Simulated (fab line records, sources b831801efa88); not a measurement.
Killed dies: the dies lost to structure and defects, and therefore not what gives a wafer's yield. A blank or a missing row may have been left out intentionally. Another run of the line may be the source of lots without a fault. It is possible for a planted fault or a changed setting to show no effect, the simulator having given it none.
fab line records    flow sky130
record lots=5  wafers=15  last-day=50
route steps=708 shown SD_P@329 RES_XHIGH@332 SD_N@342 SALICIDE@361 LI_CONTACT@362 PAD_OPEN@708
lots that met no fault: taken from a fault-free run of the same line
start-h: hours from the record's opening day to when the first of the lot's shown wafers began    wait-h: hours from the lot's prior step to this one    " same as the row above    L1.1+2: a row that stands for several wafers    - no value present, or no start provided    * or withheld: withheld    < > ~ a bound
route shown NAME@n: names a module that has steps shown in the file, with the first one's number in the route    usual: average and standard deviation across the fault-free wafers    same: alike in all rows    chamber/n: place in a boat    sites: the reading at each site    _std_site: the values' standard deviation    _edge_site: inner sites' mean taken away from outer sites' mean    radius-mm: how far each site lies from the wafer's centre    mask NAME#n: copy n    behind: the most recent tool/chamber to have shaped the wafer    hold: cause of the lot's hold/its duration in hours/its outcome    device: names the non-switching transistor (n, p or np)    end of line: the route-end tests of the same wafers    for a step that has no rows: nothing shown but its recipe    killed: not the wafer's yield, but the dies lost to structure and defects at the first sort    map: shows each die of a wafer: x if killed, . if not, _ if none is there
set.NAME: the setting the step ran with; set.NAME@STEP: the setting that earlier step ran with    model.NAME: the simulator's own value behind a step, which no gauge read
certain route steps with their lots: each step a table, each wafer a row
## steps
# step SKY_SD_P_IMPLANT_09
# recipe species=BF2  energy-kev=20  dose-cm2=2.929e+15  tilt-deg=0
# step SKY_SD_P_STRIP_10
# recipe chemistry=O2/N2  power-w=1400  pressure-mtorr=1500  platen-temp-c=withheld  o2-flow-sccm=3000  n2-flow-sccm=300  overash-fraction=0.5
# step SKY_RES_XHIGH_DEHYDRATE_00
# recipe temp-c=200  time-s=60
# step SKY_RES_XHIGH_HMDS_01
# recipe prime-time-s=60  prime-temp-c=120
# step SKY_RES_XHIGH_COAT_02
# recipe resist=NOVOLAK  spin-rpm=3000  resist-thk-nm=1140
# step SKY_RES_XHIGH_SOFTBAKE_03
# recipe temp-c=90  time-s=60  resist=NOVOLAK
# step SKY_RES_XHIGH_EXPOSE_04
# recipe mask-id=URPM  na=0.6  source-shape=conventional  sigma-outer=0.6  polarization=unpolarized  target-cd-nm=1270  dose-mj=140
# step SKY_RES_XHIGH_PEB_05
# recipe temp-c=withheld  time-s=*  resist=NOVOLAK
# step SKY_RES_XHIGH_DEVELOP_06
# recipe resist=NOVOLAK  developer=TMAH  develop-time-s=60  dev-temp-c=23
# step SKY_RES_XHIGH_IMPLANT_07
# recipe species=BF2  energy-kev=20  dose-cm2=3.6e+14  tilt-deg=0
# usual end-station-pressure-torr=5.25e-06/3e-07
lot.wafer  tool          chamber  start-h  wait-h  end-station-pressure-torr
L635.1     implanter-02  0        709.09   0.1     5.69e-06
L635.2     "             0        "        "       5.31e-06
L635.5     "             0        "        "       5.17e-06
L640.2     implanter-02  0        747.64   0.1     5.86e-06
L640.3     "             0        "        "       5.09e-06
L640.6     "             0        "        "       5.95e-06
L641.3     implanter-02  0        751.06   0.1     5.16e-06
L641.5     "             0        "        "       5.3e-06
L641.6     "             0        "        "       4.81e-06
L642.2     implanter-02  0        761.14   0.1     5.45e-06
L642.3     "             0        "        "       5.22e-06
L642.5     "             0        "        "       5.14e-06
L647.2     implanter-01  0        791.92   0.1     5.24e-06
L647.5     "             0        "        "       5.43e-06
L647.6     "             0        "        "       5.16e-06
# step SKY_RES_XHIGH_STRIP_08
# recipe chemistry=O2/N2  power-w=1400  pressure-mtorr=1500  platen-temp-c=withheld  o2-flow-sccm=3000  n2-flow-sccm=300  overash-fraction=0.5
# step SKY_SD_N_DEHYDRATE_00
# recipe temp-c=200  time-s=60
# step SKY_SD_N_HMDS_01
# recipe prime-time-s=60  prime-temp-c=120
# step SKY_SD_N_COAT_02
# recipe resist=NOVOLAK  spin-rpm=3000  resist-thk-nm=1140
# step SKY_SD_N_SOFTBAKE_03
# recipe temp-c=90  time-s=60  resist=NOVOLAK
# step SKY_SD_N_EXPOSE_04
# recipe mask-id=NSDM  na=0.6  source-shape=conventional  sigma-outer=0.6  polarization=unpolarized  target-cd-nm=380  dose-mj=141
# step SKY_SD_N_PEB_05
# recipe temp-c=withheld  time-s=*  resist=NOVOLAK
# step SKY_SD_N_DEVELOP_06
# recipe resist=NOVOLAK  developer=TMAH  develop-time-s=60  dev-temp-c=23
# step SKY_SD_N_IMPLANT_09
# recipe species=As  energy-kev=50  dose-cm2=4e+15  tilt-deg=0
# step SKY_SD_N_IMPLANT_10
# recipe species=P  energy-kev=20  dose-cm2=1e+14  tilt-deg=0
# step SKY_SD_N_STRIP_11
# recipe chemistry=O2/N2  power-w=1400  pressure-mtorr=1500  platen-temp-c=withheld  o2-flow-sccm=3000  n2-flow-sccm=300  overash-fraction=0.5
# step SKY_SD_N_CLEAN_13
# recipe chemistry=SC1/SC2  mix=1:4:20  temp-c=70  time-s=150  dry=n2-spin
# step SKY_SD_N_RTA_14
# recipe temp-c=1075  time-s=2  idle-temp-c=650  ramp-up-c-per-s=150  ramp-down-c-per-s=90  ambient=N2
# step SKY_SALICIDE_CLEAN_00
# recipe chemistry=HF-last  time-s=30  dilution=100:1  dry=ipa-marangoni
# step SKY_LI_CONTACT_HDPCVD_00
# recipe material=PSG  target-thk-nm=930  sigma-open-frac=0.3  time-s=155  temp-c=600  sih4-flow-sccm=60  pressure-mtorr=6
# step SKY_LI_CONTACT_CMP_02
# recipe material=PSG  down-force-psi=4  platen-rpm=60  pad-velocity-m-s=0.94248
# step SKY_LI_CONTACT_DEHYDRATE_04
# recipe temp-c=200  time-s=60
# step SKY_LI_CONTACT_HMDS_05
# recipe prime-time-s=60  prime-temp-c=120
# step SKY_LI_CONTACT_COAT_06
# recipe resist=BARC  temp-c=withheld  time-s=withheld  spin-rpm=3000  resist-thk-nm=60
# step SKY_PAD_OPEN_PROBE_99
# usual killed_at_M0_to_M3=43/6.9  killed_at_M4_up=3.2/2  killed-at-contacts=25/5.1  killed-at-front-end=15/4.5  killed-at-other=0.2/0.51  killed-dies=85/9.5  killed-open=48/6.9  killed-short=38/6.7
# same gross-dies=492  killed-at-back-side=0
lot.wafer  tool       chamber  start-h  wait-h  killed_at_M0_to_M3  killed_at_M4_up  killed-at-contacts  killed-at-front-end  killed-at-other  killed-dies  killed-open  killed-short  model.etest.res-xhigh-po.rs-ohm-sq-rim-less-centre  model.etest.res-xhigh-po.rs-ohm-sq-range  model.etest.res-xhigh-po.rs-ohm-sq
L635.1     prober-01  -        1139.34  0.1     50                  3                29                  20                   0                102          62           40            -46.19                                              70.07                                     1958
L635.2     prober-01  -        1139.39  0.1     45                  9                18                  22                   0                94           48           46            -47.96                                              62.53                                     1976
L635.5     prober-01  -        1139.54  0.2     60                  4                33                  22                   0                119          71           48            -43.83                                              74.57                                     1962
L640.2     prober-02  -        1165.52  0.1     39                  1                36                  15                   0                91           51           40            -237.3                                              243.9                                     1992
L640.3     prober-02  -        1165.57  0.2     46                  2                27                  18                   0                93           54           39            -268.7                                              283.9                                     2040
L640.6     prober-02  -        1165.72  0.2     52                  5                26                  17                   0                100          58           42            -261.8                                              270.8                                     1958
L641.3     prober-01  -        1167.07  0.2     34                  7                29                  10                   0                80           48           32            -240                                                251.9                                     2121
L641.5     prober-01  -        1167.17  0.2     42                  2                28                  14                   1                87           47           40            -240.1                                              250.8                                     2018
L641.6     prober-01  -        1167.22  0.2     47                  2                19                  11                   0                79           44           35            -236.1                                              241.6                                     1981
L642.2     prober-02  -        1173.47  0.1     32                  2                16                  17                   0                67           32           35            -228.8                                              260.2                                     2046
L642.3     prober-02  -        1173.52  0.2     43                  2                26                  10                   0                81           49           32            -228.6                                              265.4                                     2009
L642.5     prober-02  -        1173.62  0.2     34                  3                31                  8                    0                76           55           21            -244.6                                              276.8                                     2103
L647.2     prober-01  -        1194.63  0.1     43                  4                24                  9                    1                81           53           28            -63.83                                              83.78                                     2018
L647.5     prober-01  -        1194.78  0.2     37                  3                27                  16                   1                84           47           37            -68.57                                              88.17                                     1988
L647.6     prober-01  -        1194.83  0.2     46                  2                26                  22                   0                96           48           48            -70.14                                              89.69                                     1972
# killed by level:class
L635.1 VIA1:geometric-particle:open=15 LI_CONTACT:geometric-particle:open=10 CONTACT:geometric-particle:open=8 METAL2:geometric-particle:short=8 VIA2:geometric-particle:open=8 FIELD_ISO:geometric-particle:open=6 POLY_GATE:geometric-particle:short=6 LOCAL_INTERCONNECT:geometric-particle:short=5
L635.2 VIA2:geometric-particle:open=8 METAL2:geometric-particle:short=8 VIA1:geometric-particle:open=8 FIELD_ISO:geometric-particle:short=7 POLY_GATE:geometric-particle:open=7 METAL4:geometric-particle:short=7 VIA3:geometric-particle:open=6 CONTACT:geometric-particle:open=6
L635.5 CONTACT:geometric-particle:open=15 VIA1:geometric-particle:open=13 VIA2:geometric-particle:open=11 LI_CONTACT:geometric-particle:open=7 VIA1:geometric-particle:short=7 VIA3:geometric-particle:short=7 FIELD_ISO:geometric-particle:open=6 METAL3:geometric-particle:short=6
L640.2 VIA1:geometric-particle:open=10 LI_CONTACT:geometric-particle:open=9 LOCAL_INTERCONNECT:geometric-particle:short=9 CONTACT:geometric-particle:open=8 FIELD_ISO:geometric-particle:open=5 LI_CONTACT:geometric-particle:short=5 VIA2:geometric-particle:open=5 METAL1:geometric-particle:short=4
L640.3 VIA1:geometric-particle:open=13 FIELD_ISO:geometric-particle:open=10 CONTACT:geometric-particle:open=7 LI_CONTACT:geometric-particle:open=7 CONTACT:geometric-particle:short=7 VIA1:geometric-particle:short=5 METAL2:geometric-particle:short=5 VIA3:geometric-particle:open=5
L640.6 VIA1:geometric-particle:open=16 CONTACT:geometric-particle:open=10 POLY_GATE:geometric-particle:open=7 LI_CONTACT:geometric-particle:open=7 METAL2:geometric-particle:short=7 METAL1:geometric-particle:short=6 VIA1:geometric-particle:short=6 VIA3:geometric-particle:open=5
L641.3 CONTACT:geometric-particle:open=16 VIA1:geometric-particle:open=8 LI_CONTACT:geometric-particle:open=7 VIA2:geometric-particle:open=6 POLY_GATE:geometric-particle:short=5 METAL1:geometric-particle:short=5 VIA3:geometric-particle:open=5 VIA1:geometric-particle:short=4
L641.5 CONTACT:geometric-particle:open=9 VIA1:geometric-particle:open=9 LI_CONTACT:geometric-particle:open=7 VIA1:geometric-particle:short=6 METAL2:geometric-particle:short=6 LOCAL_INTERCONNECT:geometric-particle:short=5 FIELD_ISO:geometric-particle:short=4 FIELD_ISO:geometric-particle:open=4
L641.6 VIA1:geometric-particle:open=12 VIA3:geometric-particle:open=7 CONTACT:geometric-particle:open=6 LI_CONTACT:geometric-particle:short=5 VIA2:geometric-particle:open=5 METAL1:geometric-particle:short=5 VIA1:geometric-particle:short=5 POLY_GATE:geometric-particle:short=3
L642.2 VIA1:geometric-particle:open=10 FIELD_ISO:geometric-particle:short=6 CONTACT:geometric-particle:open=6 METAL2:geometric-particle:short=6 FIELD_ISO:geometric-particle:open=5 LI_CONTACT:geometric-particle:open=5 METAL1:geometric-particle:short=4 CONTACT:geometric-particle:short=3
L642.3 LI_CONTACT:geometric-particle:open=12 VIA1:geometric-particle:open=9 VIA3:geometric-particle:open=8 VIA3:geometric-particle:short=6 POLY_GATE:geometric-particle:open=5 CONTACT:geometric-particle:open=4 METAL2:geometric-particle:short=4 VIA2:geometric-particle:open=4
L642.5 CONTACT:geometric-particle:open=15 VIA1:geometric-particle:open=11 VIA2:geometric-particle:open=9 LI_CONTACT:geometric-particle:open=7 POLY_GATE:geometric-particle:open=3 METAL2:geometric-particle:short=3 LOCAL_INTERCONNECT:geometric-particle:short=3 CONTACT:geometric-particle:short=3
L647.2 CONTACT:geometric-particle:open=15 VIA1:geometric-particle:open=10 VIA3:geometric-particle:open=7 METAL1:geometric-particle:short=4 METAL1:geometric-particle:open=4 VIA1:geometric-particle:short=4 POLY_GATE:geometric-particle:open=3 LI_CONTACT:geometric-particle:open=3
L647.5 LI_CONTACT:geometric-particle:open=8 VIA1:geometric-particle:open=8 VIA3:geometric-particle:open=8 FIELD_ISO:geometric-particle:short=5 CONTACT:geometric-particle:open=5 LI_CONTACT:geometric-particle:short=5 FIELD_ISO:geometric-particle:open=4 METAL2:geometric-particle:short=4
L647.6 LI_CONTACT:geometric-particle:open=10 VIA2:geometric-particle:open=10 METAL1:geometric-particle:short=8 VIA1:geometric-particle:open=7 CONTACT:geometric-particle:short=7 METAL2:geometric-particle:short=7 FIELD_ISO:geometric-particle:short=6 FIELD_ISO:geometric-particle:open=5
## key
first-sign none at tools or gauges
model-effect step=SKY_PAD_OPEN_PROBE_99  value=etest.res-xhigh-po.rs-ohm-sq-rim-less-centre  without=-60.49  struck=-242.9
met-at SKY_RES_XHIGH_IMPLANT_07
struck-wafers L640.2,L640.3,L640.6,L641.3,L641.5,L641.6,L642.2,L642.3,L642.5
tester-left-out L640,L641,L642
onset-between 709.09 747.64
fault kind=process-parameter-drift  tool=implanter-02  chamber=-  onset-h=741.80  steps=SKY_RES_XHIGH_IMPLANT_07  channel=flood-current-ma  offset=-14  shape=step  end-h=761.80
# tester-left-out: of these lots the tester's yield and bins aren't shown, on N5 and GAA mostly nor the transistor test; their killed dies are dies lost to structure and defects alone, not to doping, threshold or leakage, so they don't give the yield
